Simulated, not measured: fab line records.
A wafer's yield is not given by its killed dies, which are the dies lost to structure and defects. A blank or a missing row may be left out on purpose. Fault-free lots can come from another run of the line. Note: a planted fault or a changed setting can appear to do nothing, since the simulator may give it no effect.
Matching of chambers ; flow gf180mcu ; GF_CONTACT_CMP_04 on cmp-02 has 4 sister chambers
The step polishes SiO2. 8 wafers are shown with their chamber, then 8 later ones without.

WAFERS, EACH WITH ITS CHAMBER
wafer;chamber;motor-current-A (A);retaining-ring-pressure-frac
L080.2;3;10.1;1.002
L083.6;0;15.2;0.999
L085.4;0;15.6;0.992
L085.5;3;10.7;1.010
L088.4;2;11.7;1.006
L088.5;2;10.8;1.002
L088.6;1;13.9;0.995
L093.4;1;14.5;1.000

WAFERS MISSING THEIR CHAMBER
wafer;motor-current-A (A);retaining-ring-pressure-frac
L093.5;10.5;1.005
L093.6;10.6;1.006
L094.1;14.4;1.000
L094.5;11.5;0.995
L094.6;13.8;1.002
L095.1;16.6;0.997
L095.2;11.0;1.003
L095.3;14.2;0.995

THE CHAMBER EACH PASSED THROUGH
wafer;from the rows above;in truth
L093.5;can't be placed: 3 or 2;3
L093.6;can't be placed: 3 or 2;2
L094.1;can't be placed: 1 or 0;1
L094.5;can't be placed: 2 or 3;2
L094.6;1;1
L095.1;0;0
L095.2;can't be placed: 2 or 3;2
L095.3;1;1
Correct placement for 3 of the 8. These rows do not allow placing 5 (true chamber among the candidates in 5). Number placed wrongly: 0.
How it was worked out, from the rows above alone: a wafer's distance from a chamber is the root of the sum, over the readings, of the square of ((its reading less the chamber's mean) divided by the reading's scatter). If the next closest chamber is less than 2 further off than the closest, the wafer can't be placed; otherwise it belongs to the closest. The mean given for a chamber averages the wafers shown for that chamber. How the scatter is found: for the shown wafers, subtract from each reading the mean of its chamber, square and add these, divide the total by (wafers less chambers), then take the root.
